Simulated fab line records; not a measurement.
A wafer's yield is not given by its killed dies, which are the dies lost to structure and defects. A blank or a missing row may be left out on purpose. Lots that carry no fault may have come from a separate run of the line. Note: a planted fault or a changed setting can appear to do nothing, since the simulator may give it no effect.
fab line records    flow sky130
record: lots: 11  wafers: 33  last_day: 49
route steps=708 shown VT_ADJUST_LVTN@106 SONOS_TUNNEL@161 SONOS_ONO@168 PAD_OPEN@708
lots untouched by any fault: they come from a run of this same line in which no faults occurred
start_h: the number of hours between the record's first day and the start of the first shown wafer of the lot    wait_h: time in hours since the lot's previous step    " the same as in the row above    L1.1+2: a single row standing in for several wafers    - no value, or no start given    * or withheld: withheld    < > ~ a bound
route shown NAME@n: names a module that has steps shown in the file, with the first one's number in the route    usual: mean/standard deviation taken from wafers without a fault    same: alike in all rows    chamber/n: place in a boat    sites: readings site by site    _std_site: the values' standard deviation    _edge_site: mean of outer sites minus mean of inner sites    radius_mm: how far each site lies from the wafer's centre    mask NAME#n: copy n    behind: the tool/chamber that last shaped the wafer    hold: reason for holding the lot/hours on hold/outcome of the hold    device: whichever transistor did not switch (one of n, p or np)    end of line: at the end of the route, the tests of the same wafers    step lacking rows: just its recipe    killed: dies lost to structure and defects at the first sort, not the wafer's yield    map: a wafer's dies, x killed, . not, _ none there
set.NAME: the setting as run; set.NAME@STEP: as run at that earlier step    model.NAME: the simulator's own value behind a step, which no gauge read
the route's steps for a sample of lots (tables are steps, rows are wafers)
services: a tool's chamber out of use, with start hour (start_h, from the record's first day; less than 0 if before it), hours out, and reason
== steps ==
step: SKY_VT_ADJUST_LVTN_STRIP_09
recipe: chemistry: O2/N2  power_w: 1400  pressure_mtorr: 1500  platen_temp_c: withheld  o2_flow_sccm: 3000  n2_flow_sccm: 300  overash_fraction: 0.5
usual: drypump_motor_current_A: 5.34/0.21  oes_product_au: 0.723/0.0046  strip_time_to_endpoint_s: 36.91/0.11
same: overash_fraction: 0.5
lot.wafer  tool             chamber  start_h  wait_h  drypump_motor_current_A  oes_product_au  rf_hours_counter_h  strip_time_to_endpoint_s
L465.2     plasma_asher-02  1        170.10   0.1     5.35                     0.725           48                  37.03
L465.3     "                1        "        "       5.36                     0.728           -                   37.05
L465.5     "                0        "        "       5.30                     0.726           -                   37.02
L467.2     plasma_asher-04  0        182.97   0.1     5.49                     0.714           37                  36.83
L467.3     "                1        "        "       4.95                     0.724           -                   36.87
L467.6     "                0        "        "       5.43                     0.725           -                   36.83
L469.2     plasma_asher-04  1        192.35   0.1     4.92                     0.727           38                  36.87
L469.3     "                1        "        "       4.98                     0.725           -                   36.97
L469.6     "                1        "        "       4.94                     0.726           -                   36.92
L471.2     plasma_asher-03  1        205.38   0.1     5.58                     0.736           54                  36.81
L471.4     "                0        "        "       5.34                     0.723           -                   36.96
L471.6     "                0        "        "       5.36                     0.719           -                   36.84
L473.2     plasma_asher-03  0        220.13   0.1     5.34                     0.714           55                  36.85
L473.3     "                1        "        "       5.58                     0.719           -                   36.74
L473.6     "                0        "        "       5.35                     0.727           -                   36.87
L474.1     plasma_asher-02  0        224.95   0.1     5.29                     0.721           53                  36.73
L474.2     "                1        "        "       5.38                     0.722           53                  36.82
L474.3     "                0        "        "       5.31                     0.726           -                   36.73
L475.1     plasma_asher-03  1        234.73   0.1     5.57                     0.724           56                  36.79
L475.4     "                1        "        "       5.56                     0.729           -                   36.81
L475.5     "                1        "        "       5.56                     0.722           -                   36.84
L476.1     plasma_asher-03  0        242.75   0.1     5.35                     0.726           57                  37.02
L476.4     "                0        "        "       5.36                     0.724           -                   36.98
L476.6     "                0        "        "       5.35                     0.721           -                   37.02
L477.1     plasma_asher-03  0        247.50   0.1     5.37                     0.728           58                  37.01
L477.3     "                1        "        "       5.59                     0.722           -                   37.00
L477.6     "                1        "        "       5.59                     0.715           -                   37.00
L478.1     plasma_asher-04  0        255.75   0.1     5.45                     0.735           44                  36.72
L478.3     "                1        "        "       4.94                     0.724           -                   36.81
L478.4     "                0        "        "       5.46                     0.722           -                   36.74
L479.1     plasma_asher-04  0        263.12   0.1     5.47                     0.723           45                  36.93
L479.2     "                1        "        "       4.94                     0.721           45                  36.98
L479.6     "                0        "        "       5.47                     0.722           -                   36.93
step: SKY_SONOS_TUNNEL_CD_MEAS_07
recipe: target_cd_nm: 410
usual: cd_nm: 410.9/2.2
lot.wafer  tool       chamber  start_h  wait_h  cd_nm
L465.2     cd_sem-02  -        280.20   0.1     412.0
L465.3     "          -        "        "       411.4
L465.5     "          -        "        "       412.0
L467.2     cd_sem-02  -        297.30   0.1     412.6
L467.3     "          -        "        "       413.6
L467.6     "          -        "        "       410.3
L469.2     cd_sem-02  -        309.55   0.1     413.3
L469.3     "          -        "        "       413.8
L469.6     "          -        "        "       414.4
L471.2     cd_sem-02  -        324.78   0.1     409.9
L471.4     "          -        "        "       412.3
L471.6     "          -        "        "       409.3
L473.2     cd_sem-01  -        346.95   0.1     414.0
L473.3     "          -        "        "       410.7
L473.6     "          -        "        "       409.9
L474.1     cd_sem-01  -        350.58   0.1     410.8
L474.2     "          -        "        "       409.5
L474.3     "          -        "        "       409.3
L475.1     cd_sem-02  -        362.84   0.1     412.1
L475.4     "          -        "        "       414.6
L475.5     "          -        "        "       412.0
L476.1     cd_sem-01  -        372.94   0.1     408.7
L476.4     "          -        "        "       409.1
L476.6     "          -        "        "       409.7
L477.1     cd_sem-02  -        377.66   0.1     409.6
L477.3     "          -        "        "       411.2
L477.6     "          -        "        "       408.6
L478.1     cd_sem-02  -        390.29   0.1     411.8
L478.3     "          -        "        "       413.1
L478.4     "          -        "        "       409.8
L479.1     cd_sem-01  -        394.51   0.1     413.6
L479.2     "          -        "        "       412.4
L479.6     "          -        "        "       410.6
step: SKY_SONOS_ONO_OXIDATION_00
recipe: temp_c: 800  ambient: O2  idle_temp_c: 700  ramp_up_c_per_min: 10  ramp_down_c_per_min: 3  stabilise_s: 600  purge_s: 300  target_thk_a: 26  ox_time_s: 1249
usual: ramp_down_c_per_min: 3.0000/0.00057  spike_tc_bottom_C: 819.7/1  spike_tc_centre_C: 800.0/1.1  spike_tc_lower_C: 799.5/0.96  spike_tc_top_C: 814/4.7  spike_tc_upper_C: 799.8/0.95  tube_center_temp_C: 800/0.071  tube_center_temp_C_max: 802.0/0.32  zone_power_top_pct: 30.5/0.45
lot.wafer  tool        chamber  start_h  wait_h  ramp_down_c_per_min  spike_tc_bottom_C  spike_tc_centre_C  spike_tc_lower_C  spike_tc_top_C  spike_tc_upper_C  tube_center_temp_C  tube_center_temp_C_max  zone_power_top_pct
L465.2     furnace-01  0        280.82   0.0     2.9999               820.9              799.4              799.7             809             800.7             800.03              802.1                   30.6
L465.3     "           0        "        "       3.0004               820.6              800.0              798.7             811             799.1             800.02              801.5                   30.4
L465.5     "           0        "        "       3.0007               817.6              798.6              798.4             809             799.9             800.03              802.0                   29.6
L467.2     furnace-01  0        298.91   1.0     2.9994               820.8              797.6              799.2             810             799.6             800.04              802.5                   30.4
L467.3     "           0        "        "       2.9994               819.1              799.1              798.5             808             800.6             800.03              801.8                   30.7
L467.6     "           0        "        "       2.9994               821.8              798.4              800.7             808             800.1             800.01              801.9                   30.3
L469.2     furnace-02  0        311.11   0.8     3.0000               818.8              800.3              799.2             819             798.4             800.02              802.1                   30.8
L469.3     "           0        "        "       2.9999               819.7              800.3              799.1             817             799.5             799.95              801.8                   29.8
L469.6     "           0        "        "       2.9991               819.1              799.8              798.6             818             800.1             800.13              802.3                   31.1
L471.2     furnace-01  0        325.40   0.0     3.0001               819.1              799.8              798.2             809             799.4             799.86              801.8                   30.1
L471.4     "           0        "        "       3.0003               821.4              800.9              800.1             809             799.6             800                 801.8                   30.6
L471.6     "           0        "        "       2.9998               820.4              797.8              799.4             808             799.8             799.9               802.2                   31.7
L473.2     furnace-01  0        348.67   1.1     3.0001               819.9              801.0              798.3             810             801.4             800.04              801.9                   29.9
L473.3     "           0        "        "       2.9997               818.4              799.5              799.0             809             799.0             799.92              802.0                   30.1
L473.6     "           0        "        "       2.9992               817.8              799.1              799.3             807             799.7             800                 802.4                   30.5
L474.1     furnace-01  0        353.06   1.8     3.0001               819.6              799.8              797.9             808             798.2             800.03              802.0                   30.0
L474.2     "           0        "        "       2.9996               819.8              799.8              800.3             809             800.2             800.04              802.3                   29.7
L474.3     "           0        "        "       2.9991               821.6              800.9              799.4             809             801.9             800.02              802.0                   29.7
L475.1     furnace-02  0        363.48   0.0     3.0005               816.8              801.3              799.2             817             799.3             800.04              802.2                   30.5
L475.4     "           0        "        "       3.0008               820.7              799.7              799.9             818             801.6             799.99              801.8                   30.8
L475.5     "           0        "        "       3.0002               819.4              801.9              800.7             816             799.6             799.93              802.3                   31.2
L476.1     furnace-01  0        375.84   2.2     2.9999               797.2              776.0              774.6             785             776.0             775.94              778.2                   29.1
L476.4     "           0        "        "       3.0007               796.6              775.2              774.2             785             774.8             776.06              778.1                   28.9
L476.6     "           0        "        "       2.9994               796.1              776.9              777.1             785             775.4             775.99              777.9                   28.9
L477.1     furnace-02  0        379.42   1.1     3.0005               818.7              800.2              799.2             816             800.1             800.04              802.0                   30.8
L477.3     "           0        "        "       2.9997               819.2              800.3              798.6             820             799.2             799.87              801.9                   31.0
L477.6     "           0        "        "       3.0000               820.0              799.2              798.9             819             799.3             799.94              801.9                   30.4
L478.1     furnace-01  0        392.76   1.8     2.9996               794.4              776.0              773.9             785             776.0             775.96              777.4                   28.7
L478.3     "           0        "        "       2.9994               798.2              774.4              775.1             785             776.9             775.98              779.5                   29.7
L478.4     "           0        "        "       3.0005               795.6              775.7              774.8             786             774.3             775.91              777.9                   29.8
L479.1     furnace-02  0        396.11   0.9     3.0017               821.2              801.1              800.5             818             798.7             800.01              802.2                   30.8
L479.2     "           0        "        "       2.9996               821.3              800.3              800.7             817             798.1             799.98              801.7                   31.2
L479.6     "           0        "        "       3.0004               818.7              799.4              797.8             818             800.4             799.93              802.1                   31.3
step: SKY_SONOS_ONO_THK_MEAS_01
recipe: reads: SiO2_of_SONOS_ONO_OXIDATION_00
usual: SONOS_ONO_OXIDATION_THK: 2.60/0.058
lot.wafer  tool           chamber  start_h  wait_h  SONOS_ONO_OXIDATION_THK[nm]
L465.2     film_metro-04  -        282.18   0.0     2.68
L465.3     "              -        "        "       2.63
L465.5     "              -        "        "       2.67
L467.2     film_metro-04  -        300.27   0.0     2.58
L467.3     "              -        "        "       2.61
L467.6     "              -        "        "       2.60
L469.2     film_metro-03  -        312.46   0.0     2.64
L469.3     "              -        "        "       2.63
L469.6     "              -        "        "       2.68
L471.2     film_metro-03  -        326.76   0.0     2.62
L471.4     "              -        "        "       2.71
L471.6     "              -        "        "       2.64
L473.2     film_metro-04  -        350.03   0.0     2.58
L473.3     "              -        "        "       2.54
L473.6     "              -        "        "       2.63
L474.1     film_metro-04  -        354.41   0.0     2.58
L474.2     "              -        "        "       2.58
L474.3     "              -        "        "       2.56
L475.1     film_metro-03  -        364.83   0.0     2.55
L475.4     "              -        "        "       2.50
L475.5     "              -        "        "       2.50
L476.1     film_metro-04  -        377.18   0.0     1.80
L476.4     "              -        "        "       1.91
L476.6     "              -        "        "       1.91
L477.1     film_metro-04  -        380.77   0.0     2.48
L477.3     "              -        "        "       2.52
L477.6     "              -        "        "       2.57
L478.1     film_metro-03  -        394.11   0.0     1.83
L478.3     "              -        "        "       1.89
L478.4     "              -        "        "       1.88
L479.1     film_metro-02  -        397.46   0.0     2.67
L479.2     "              -        "        "       2.60
L479.6     "              -        "        "       2.63
step: SKY_SONOS_ONO_STRIP_17
recipe: chemistry: O2/N2  power_w: 1400  pressure_mtorr: 1500  platen_temp_c: withheld  o2_flow_sccm: 3000  n2_flow_sccm: 300  overash_fraction: 0.5
usual: drypump_motor_current_A: 5.30/0.2  oes_product_au: 0.710/0.0043  strip_time_to_endpoint_s: 14.09/0.039
same: overash_fraction: 0.5
lot.wafer  tool             chamber  start_h  wait_h  drypump_motor_current_A  oes_product_au  rf_hours_counter_h  strip_time_to_endpoint_s
L465.2     plasma_asher-03  1        313.15   0.0     5.57                     0.708           64                  14.14
L465.3     "                1        "        "       5.56                     0.705           -                   14.14
L465.5     "                0        "        "       5.34                     0.715           -                   14.08
L467.2     plasma_asher-04  1        328.71   0.0     4.93                     0.722           51                  14.16
L467.3     "                1        "        "       4.93                     0.716           -                   14.18
L467.6     "                0        "        "       5.46                     0.702           -                   14.21
L469.2     plasma_asher-02  1        342.70   0.0     5.36                     0.711           65                  14.16
L469.3     "                1        "        "       5.35                     0.707           -                   14.11
L469.6     "                1        "        "       5.35                     0.712           -                   14.14
L471.2     plasma_asher-02  1        358.89   0.0     5.36                     0.711           67                  14.04
L471.4     "                1        "        "       5.37                     0.709           -                   14.08
L471.6     "                1        "        "       5.36                     0.705           -                   14.08
L473.2     plasma_asher-04  0        380.29   0.0     5.45                     0.708           56                  14.05
L473.3     "                0        "        "       5.46                     0.721           -                   14.06
L473.6     "                0        "        "       5.46                     0.721           -                   14.07
L474.1     plasma_asher-03  1        385.60   0.0     5.57                     0.708           71                  14.11
L474.2     "                0        "        "       5.35                     0.714           71                  14.14
L474.3     "                1        "        "       5.58                     0.713           -                   14.11
L475.1     plasma_asher-03  1        396.15   0.0     5.57                     0.712           72                  14.12
L475.4     "                1        "        "       5.55                     0.710           -                   14.14
L475.5     "                1        "        "       5.56                     0.714           -                   14.16
L476.1     plasma_asher-02  0        409.20   0.0     5.31                     0.722           72                  14.11
L476.4     "                0        "        "       5.31                     0.710           -                   14.10
L476.6     "                1        "        "       5.38                     0.707           -                   14.10
L477.1     plasma_asher-04  0        412.04   0.0     5.44                     0.717           59                  14.09
L477.3     "                1        "        "       4.92                     0.709           -                   14.13
L477.6     "                0        "        "       5.45                     0.707           -                   14.14
L478.1     plasma_asher-04  0        427.49   0.0     5.44                     0.704           60                  14.07
L478.3     "                1        "        "       4.94                     0.710           -                   14.07
L478.4     "                0        "        "       5.45                     0.704           -                   14.06
L479.1     plasma_asher-04  1        430.79   0.0     4.94                     0.705           61                  14.08
L479.2     "                0        "        "       5.41                     0.714           61                  14.08
L479.6     "                1        "        "       4.93                     0.709           -                   14.07
step: SKY_PAD_OPEN_PROBE_99
usual: killed_at_M0_to_M3: 43/7.2  killed_at_M4_up: 3.0/1.7  killed_at_contacts: 24/5.3  killed_at_front_end: 15/4.6  killed_at_other: 0.3/0.5  killed_dies: 85/10  killed_open: 46/7.2  killed_short: 39/6.4
same: gross_dies: 492  killed_at_back_side: 0
lot.wafer  tool       chamber  start_h  wait_h  killed_at_M0_to_M3  killed_at_M4_up  killed_at_contacts  killed_at_front_end  killed_at_other  killed_dies  killed_open  killed_short
L465.2     prober-02  -        1104.63  0.1     31                  6                28                  19                   0                84           46           38
L465.3     prober-02  -        1104.68  0.2     49                  6                28                  16                   0                99           53           46
L465.5     prober-02  -        1104.78  0.2     34                  3                21                  17                   0                75           38           37
L467.2     prober-02  -        1109.79  0.1     47                  3                29                  31                   0                110          61           49
L467.3     prober-02  -        1109.84  0.2     51                  1                18                  22                   0                92           62           30
L467.6     prober-02  -        1109.99  0.2     44                  5                23                  10                   1                83           47           36
L469.2     prober-02  -        1120.00  0.1     40                  3                23                  14                   0                80           48           32
L469.3     prober-02  -        1120.05  0.2     31                  2                19                  19                   0                71           41           30
L469.6     prober-02  -        1120.20  0.2     50                  5                26                  11                   1                93           51           42
L471.2     prober-02  -        1139.90  0.1     41                  1                21                  16                   0                79           44           35
L471.4     prober-02  -        1140.00  0.2     51                  7                23                  8                    0                89           42           47
L471.6     prober-02  -        1140.10  0.2     41                  0                19                  15                   0                75           40           35
L473.2     prober-02  -        1147.26  0.1     37                  4                33                  19                   0                93           55           38
L473.3     prober-02  -        1147.31  0.2     45                  7                18                  13                   2                85           44           41
L473.6     prober-02  -        1147.46  0.2     54                  8                21                  21                   0                104          54           50
L474.1     prober-01  -        1153.74  0.1     31                  3                22                  20                   0                76           44           32
L474.2     prober-01  -        1153.79  0.1     40                  4                25                  18                   0                87           52           35
L474.3     prober-01  -        1153.84  0.2     42                  4                33                  16                   0                95           52           43
L475.1     prober-02  -        1157.24  0.1     34                  3                24                  20                   1                82           46           36
L475.4     prober-02  -        1157.39  0.2     52                  5                20                  14                   0                91           46           45
L475.5     prober-02  -        1157.44  0.2     47                  1                13                  11                   1                73           38           35
L476.1     prober-01  -        1167.63  0.1     42                  2                19                  12                   0                75           47           28
L476.4     prober-01  -        1167.78  0.2     51                  7                9                   20                   1                88           46           42
L476.6     prober-01  -        1167.88  0.2     41                  4                26                  10                   0                81           44           37
L477.1     prober-02  -        1169.58  0.1     43                  2                38                  6                    0                89           53           36
L477.3     prober-02  -        1169.68  0.2     32                  3                25                  11                   0                71           39           32
L477.6     prober-02  -        1169.83  0.2     37                  1                19                  7                    0                64           38           26
L478.1     prober-01  -        1176.51  0.1     46                  5                21                  11                   0                83           40           43
L478.3     prober-01  -        1176.61  0.2     34                  1                27                  10                   0                72           34           38
L478.4     prober-01  -        1176.66  0.2     37                  3                24                  12                   1                77           45           32
L479.1     prober-02  -        1179.23  0.1     38                  2                20                  17                   0                77           45           32
L479.2     prober-02  -        1179.28  0.1     35                  1                24                  12                   0                72           41           31
L479.6     prober-02  -        1179.48  0.2     52                  3                22                  14                   0                91           50           41
killed by level:class
L465.2 CONTACT:geometric_particle:open=13 VIA2:geometric_particle:open=6 FIELD_ISO:geometric_particle:open=5 POLY_GATE:geometric_particle:open=5 LOCAL_INTERCONNECT:geometric_particle:short=5 VIA1:geometric_particle:short=5 LI_CONTACT:geometric_particle:short=4 LI_CONTACT:geometric_particle:open=4
L465.3 CONTACT:geometric_particle:open=11 LI_CONTACT:geometric_particle:open=8 VIA2:geometric_particle:open=8 VIA3:geometric_particle:open=8 CONTACT:geometric_particle:short=7 METAL2:geometric_particle:short=7 POLY_GATE:geometric_particle:short=6 VIA1:geometric_particle:open=6
L465.5 CONTACT:geometric_particle:open=7 CONTACT:geometric_particle:short=6 VIA1:geometric_particle:open=6 POLY_GATE:geometric_particle:short=5 VIA2:geometric_particle:open=5 VIA3:geometric_particle:open=5 METAL1:geometric_particle:short=4 FIELD_ISO:geometric_particle:short=3
L467.2 VIA1:geometric_particle:open=13 CONTACT:geometric_particle:open=12 FIELD_ISO:geometric_particle:short=11 VIA2:geometric_particle:open=9 CONTACT:geometric_particle:short=8 FIELD_ISO:geometric_particle:open=6 METAL1:geometric_particle:short=6 LI_CONTACT:geometric_particle:short=5
L467.3 VIA1:geometric_particle:open=17 VIA2:geometric_particle:open=10 VIA3:geometric_particle:open=9 CONTACT:geometric_particle:open=8 FIELD_ISO:geometric_particle:short=7 POLY_GATE:geometric_particle:open=5 METAL1:geometric_particle:short=5 LI_CONTACT:geometric_particle:open=4
L467.6 VIA1:geometric_particle:open=12 CONTACT:geometric_particle:open=8 VIA3:geometric_particle:open=7 VIA1:geometric_particle:short=6 LI_CONTACT:geometric_particle:open=6 LOCAL_INTERCONNECT:geometric_particle:short=4 METAL2:geometric_particle:short=4 METAL4:geometric_particle:short=4
L469.2 CONTACT:geometric_particle:open=13 VIA1:geometric_particle:open=8 VIA2:geometric_particle:open=7 LI_CONTACT:geometric_particle:open=6 VIA3:geometric_particle:open=6 METAL2:geometric_particle:short=5 METAL1:geometric_particle:short=5 POLY_GATE:geometric_particle:short=4
L469.3 METAL3:geometric_particle:short=7 LI_CONTACT:geometric_particle:open=6 POLY_GATE:geometric_particle:open=5 CONTACT:geometric_particle:open=5 VIA3:geometric_particle:open=5 FIELD_ISO:geometric_particle:open=4 POLY_GATE:geometric_particle:short=4 CONTACT:geometric_particle:short=4
L469.6 VIA1:geometric_particle:open=10 VIA2:geometric_particle:open=9 CONTACT:geometric_particle:open=8 LI_CONTACT:geometric_particle:open=7 METAL1:geometric_particle:short=6 METAL2:geometric_particle:short=6 METAL4:geometric_particle:short=5 LOCAL_INTERCONNECT:geometric_particle:short=4
L471.2 VIA3:geometric_particle:open=11 LI_CONTACT:geometric_particle:open=9 VIA1:geometric_particle:open=9 POLY_GATE:geometric_particle:short=6 FIELD_ISO:geometric_particle:open=4 CONTACT:geometric_particle:short=4 CONTACT:geometric_particle:open=4 VIA3:geometric_particle:short=4
L471.4 VIA1:geometric_particle:open=12 VIA2:geometric_particle:open=11 CONTACT:geometric_particle:short=9 METAL2:geometric_particle:short=8 VIA1:geometric_particle:short=7 CONTACT:geometric_particle:open=5 LI_CONTACT:geometric_particle:short=4 METAL4:geometric_particle:short=4
L471.6 VIA1:geometric_particle:open=10 CONTACT:geometric_particle:open=6 VIA2:geometric_particle:open=5 CONTACT:geometric_particle:short=5 VIA1:geometric_particle:short=5 FIELD_ISO:geometric_particle:open=4 POLY_GATE:geometric_particle:short=4 LOCAL_INTERCONNECT:geometric_particle:short=4
L473.2 CONTACT:geometric_particle:open=17 VIA1:geometric_particle:open=13 LI_CONTACT:geometric_particle:open=7 CONTACT:geometric_particle:short=5 FIELD_ISO:geometric_particle:short=4 SPACER:geometric_particle:open=4 METAL2:geometric_particle:short=4 METAL4:geometric_particle:short=4
L473.3 VIA1:geometric_particle:open=12 LI_CONTACT:geometric_particle:open=6 CONTACT:geometric_particle:open=6 VIA2:geometric_particle:open=6 METAL4:geometric_particle:short=6 FIELD_ISO:geometric_particle:short=5 METAL1:geometric_particle:short=5 VIA3:geometric_particle:open=5
L473.6 VIA1:geometric_particle:open=12 METAL2:geometric_particle:short=10 VIA3:geometric_particle:open=8 POLY_GATE:geometric_particle:short=6 CONTACT:geometric_particle:open=6 VIA2:geometric_particle:open=5 VIA1:geometric_particle:short=5 POLY_GATE:geometric_particle:open=5
L474.1 CONTACT:geometric_particle:open=7 VIA2:geometric_particle:open=7 POLY_GATE:geometric_particle:open=6 FIELD_ISO:geometric_particle:short=5 LI_CONTACT:geometric_particle:open=5 POLY_GATE:geometric_particle:short=4 VIA1:geometric_particle:open=4 VIA3:geometric_particle:open=4
L474.2 CONTACT:geometric_particle:open=12 VIA1:geometric_particle:open=9 VIA2:geometric_particle:open=9 FIELD_ISO:geometric_particle:open=7 VIA3:geometric_particle:open=7 FIELD_ISO:geometric_particle:short=6 METAL3:geometric_particle:short=5 LI_CONTACT:geometric_particle:open=4
L474.3 LI_CONTACT:geometric_particle:open=10 VIA1:geometric_particle:open=9 CONTACT:geometric_particle:open=8 VIA2:geometric_particle:open=8 POLY_GATE:geometric_particle:short=6 LI_CONTACT:geometric_particle:short=6 CONTACT:geometric_particle:short=5 VIA1:geometric_particle:short=5
L475.1 CONTACT:geometric_particle:open=13 VIA3:geometric_particle:open=7 METAL2:geometric_particle:short=7 FIELD_ISO:geometric_particle:short=6 VIA2:geometric_particle:open=6 VIA1:geometric_particle:open=6 POLY_GATE:geometric_particle:short=5 FIELD_ISO:geometric_particle:open=4
L475.4 VIA1:geometric_particle:open=10 CONTACT:geometric_particle:open=8 METAL2:geometric_particle:short=8 VIA2:geometric_particle:open=8 VIA3:geometric_particle:open=6 VIA3:geometric_particle:short=5 METAL4:geometric_particle:short=5 VIA2:geometric_particle:short=5
L475.5 VIA1:geometric_particle:open=9 VIA2:geometric_particle:open=8 VIA3:geometric_particle:open=7 VIA2:geometric_particle:short=5 METAL1:geometric_particle:short=4 LI_CONTACT:geometric_particle:open=4 CONTACT:geometric_particle:open=4 METAL2:geometric_particle:short=4
L476.1 VIA1:geometric_particle:open=10 LI_CONTACT:geometric_particle:open=7 CONTACT:geometric_particle:open=7 FIELD_ISO:geometric_particle:open=6 METAL1:geometric_particle:short=6 METAL2:geometric_particle:short=6 VIA2:geometric_particle:open=5 VIA2:geometric_particle:short=4
L476.4 VIA1:geometric_particle:open=8 VIA2:geometric_particle:open=8 FIELD_ISO:geometric_particle:open=7 VIA3:geometric_particle:open=7 METAL1:geometric_particle:short=6 VIA1:geometric_particle:short=6 METAL2:geometric_particle:short=5 POLY_GATE:geometric_particle:short=4
L476.6 LI_CONTACT:geometric_particle:open=10 METAL2:geometric_particle:short=7 VIA1:geometric_particle:open=7 VIA2:geometric_particle:open=7 VIA3:geometric_particle:open=6 CONTACT:geometric_particle:open=6 CONTACT:geometric_particle:short=6 FIELD_ISO:geometric_particle:open=4
L477.1 CONTACT:geometric_particle:open=12 VIA1:geometric_particle:open=10 LI_CONTACT:geometric_particle:open=9 CONTACT:geometric_particle:short=8 LOCAL_INTERCONNECT:geometric_particle:short=7 VIA2:geometric_particle:open=7 METAL1:geometric_particle:short=6 VIA3:geometric_particle:open=5
L477.3 CONTACT:geometric_particle:open=10 VIA3:geometric_particle:open=8 METAL1:geometric_particle:short=7 METAL2:geometric_particle:short=6 LI_CONTACT:geometric_particle:open=5 CONTACT:geometric_particle:short=5 VIA1:geometric_particle:open=4 LOCAL_INTERCONNECT:geometric_particle:open=3
L477.6 VIA1:geometric_particle:open=10 CONTACT:geometric_particle:open=9 METAL2:geometric_particle:short=6 LI_CONTACT:geometric_particle:open=5 VIA2:geometric_particle:short=5 VIA2:geometric_particle:open=5 LOCAL_INTERCONNECT:geometric_particle:short=3 VIA1:geometric_particle:short=3
L478.1 CONTACT:geometric_particle:open=8 METAL2:geometric_particle:short=8 VIA3:geometric_particle:short=7 VIA3:geometric_particle:open=7 VIA1:geometric_particle:open=7 CONTACT:geometric_particle:short=6 POLY_GATE:geometric_particle:short=4 METAL1:geometric_particle:short=4
L478.3 CONTACT:geometric_particle:open=9 VIA1:geometric_particle:open=8 LI_CONTACT:geometric_particle:open=6 CONTACT:geometric_particle:short=6 METAL2:geometric_particle:short=5 VIA1:geometric_particle:short=5 FIELD_ISO:geometric_particle:short=4 VIA3:geometric_particle:open=4
L478.4 CONTACT:geometric_particle:open=9 VIA3:geometric_particle:open=9 LI_CONTACT:geometric_particle:open=8 VIA1:geometric_particle:short=7 VIA1:geometric_particle:open=5 VIA2:geometric_particle:open=5 METAL2:geometric_particle:short=4 FIELD_ISO:geometric_particle:open=3
L479.1 VIA1:geometric_particle:open=11 LOCAL_INTERCONNECT:geometric_particle:short=6 CONTACT:geometric_particle:open=6 FIELD_ISO:geometric_particle:short=5 METAL2:geometric_particle:short=5 LI_CONTACT:geometric_particle:open=5 FIELD_ISO:geometric_particle:open=4 METAL3:geometric_particle:short=4
L479.2 LI_CONTACT:geometric_particle:open=8 VIA3:geometric_particle:open=8 VIA1:geometric_particle:open=7 VIA1:geometric_particle:short=5 CONTACT:geometric_particle:open=4 LOCAL_INTERCONNECT:geometric_particle:short=4 CONTACT:geometric_particle:short=4 METAL1:geometric_particle:short=4
L479.6 VIA1:geometric_particle:open=15 CONTACT:geometric_particle:open=11 VIA2:geometric_particle:open=9 VIA1:geometric_particle:short=8 POLY_GATE:geometric_particle:short=7 METAL2:geometric_particle:short=7 LI_CONTACT:geometric_particle:open=4 VIA3:geometric_particle:short=4
== services ==
tool             chamber  start_h  hours  kind
furnace-02       -        155.39   10.0   repair
furnace-02       -        165.40   2.9    pm
furnace-01       -        177.89   4.6    pm
furnace-02       -        199.08   13.0   repair
furnace-02       -        212.09   4.1    pm
furnace-01       -        275.03   3.0    pm
plasma_asher-04  -        277.38   2.3    repair
plasma_asher-04  -        319.39   3.2    repair
furnace-02       -        374.06   4.1    pm
plasma_asher-04  -        392.91   1.9    repair
plasma_asher-03  -        408.23   4.3    pm
plasma_asher-04  -        415.36   4.1    repair
plasma_asher-03  -        421.25   9.0    pm
plasma_asher-03  0        421.25   9.0    vent_cycle
plasma_asher-03  1        421.25   9.0    vent_cycle
furnace-02       -        423.25   3.9    pm
plasma_asher-02  -        427.39   11.1   repair
plasma_asher-03  0        430.25   -      clean
plasma_asher-03  1        430.25   -      clean
== key ==
first_sign: step: SKY_SONOS_ONO_OXIDATION_00  reading: tube_center_temp_C  direction: down  sigmas: 99+  usual: *  struck: *
effect: step: SKY_SONOS_ONO_OXIDATION_00  reading: tube_center_temp_C_max  direction: down  sigmas: 74  usual: *  struck: *
effect: step: SKY_SONOS_ONO_THK_MEAS_01  reading: SONOS_ONO_OXIDATION_THK  direction: down  sigmas: 12  usual: 2.60  struck: 1.87
met_at SKY_SONOS_ONO_OXIDATION_00
struck_lots L476,L478
tester_left_out L476,L478
not_acting_at SKY_VT_ADJUST_LVTN_STRIP_09,SKY_SONOS_TUNNEL_CD_MEAS_07,SKY_SONOS_ONO_STRIP_17
onset_between 353.06 375.84
fault: kind: process_parameter_drift  tool: furnace-01  chamber: -  onset_h: 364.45  steps: SKY_SONOS_ONO_OXIDATION_00  channel: temp_c  offset: *  shape: step  end_h: 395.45  acts_in: *  stated: *
tester_left_out: of these lots the tester's yield and bins aren't shown, on N5 and GAA mostly nor the transistor test; their killed dies are dies lost to structure and defects alone, not to doping, threshold or leakage, so they don't give the yield
